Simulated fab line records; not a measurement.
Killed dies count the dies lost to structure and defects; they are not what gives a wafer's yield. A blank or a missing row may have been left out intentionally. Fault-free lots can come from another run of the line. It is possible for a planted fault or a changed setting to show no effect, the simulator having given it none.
Problem report in the 8D (eight disciplines) form, filled by code    flow sky130    the parts of the form that need people (team, actions taken, sign-off) are left out

1. WHAT IS WRONG
Mean of killed_at_front_end at SKY_PAD_OPEN_PROBE_99: 49 across 3 wafers in 2 lots; on wafers with no fault it is 15 (standard deviation 4). That puts it +8.6 standard deviations away from the usual mean.
Seen first at day 49 12:26 on prober-01, wafer L616.5. At this step, 39 wafers from 13 lots have a number in the record. The rule behind "out" and "out of limits": a value lying over 4 standard deviations away from the usual mean. The rest of the wafers with a number are treated as sound.

2. WHAT IT IS; WHAT IT IS NOT
question                     is                      is not
which readings at this step  killed_at_front_end     killed_at_M4_up, killed_at_contacts, killed_open, killed_short
which lots                   L616, L619              L601, L602, L605, L606, L608, L609, L610, L611, L613, L614, L624
which wafers of those lots   L616.5, L619.1, L619.6  L616.4, L616.6, L619.4
read on which tools          prober-01, prober-02    -
when                         from day 49 12:26       up to then (31 sound wafers); but 5 sound wafers of L616, L619, L624 came after

3. SUSPECTS, AND WHAT RULES EACH OUT
Counting: if a tool at a process step up to the reading ran every lot that is out, it stays a suspect. Sound lots after the first of them don't rule it out here, since some wafers of a struck lot are sound.
- plasma_asher-03 at SKY_POLY_CUT_STRIP_12 (strips in O2/N2): kept. It ran every lot that is out, first L616 (day 29 15:45); its last sound lot up to then is L614 (day 28 21:25).
- At SKY_POLY_CUT_STRIP_12 on plasma_asher-03, chamber 1 took the sound wafers of the same lots and chamber 0 took the wafers that are out.
Left after counting: plasma_asher-03 at SKY_POLY_CUT_STRIP_12.

4. THE CAUSE (what the simulator had put in)
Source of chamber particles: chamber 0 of plasma_asher-03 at SKY_POLY_CUT_STRIP_12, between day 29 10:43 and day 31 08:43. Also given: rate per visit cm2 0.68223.
This tool alone remained once counting was done.

5. THE EFFECT CHAIN, in route order
One row per reading whose mean, taken over the struck wafers that have a number, lies over 3 standard deviations from the usual. Readings are gone through only where the record gives a usual standard deviation; hours: the median, over the lots, of the time from a lot's start at the first step in this table giving one to that lot's start at this step; sigmas: the change measured in usual standard deviations.
hours  step                   reading              usual  on struck wafers  change  sigmas
0      SKY_PAD_OPEN_PROBE_99  killed_at_front_end  15     49                +34     +8.6
Its process steps:
- SKY_PAD_OPEN_PROBE_99

6. WHAT WOULD HAVE CAUGHT IT SOONER
In this record no reading fell out of limits until day 49 12:26, 482 hours after the fault had begun at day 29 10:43.
Of the tool readings at SKY_POLY_CUT_STRIP_12 for which the record gives a usual standard deviation, none was out on any struck wafer, so an alarm limit of 4 standard deviations on them would not have fired.
Lots out: 2; all had begun SKY_POLY_CUT_STRIP_12 on plasma_asher-03 by day 49 12:26. None of them would have been spared by holding the tool at that moment.
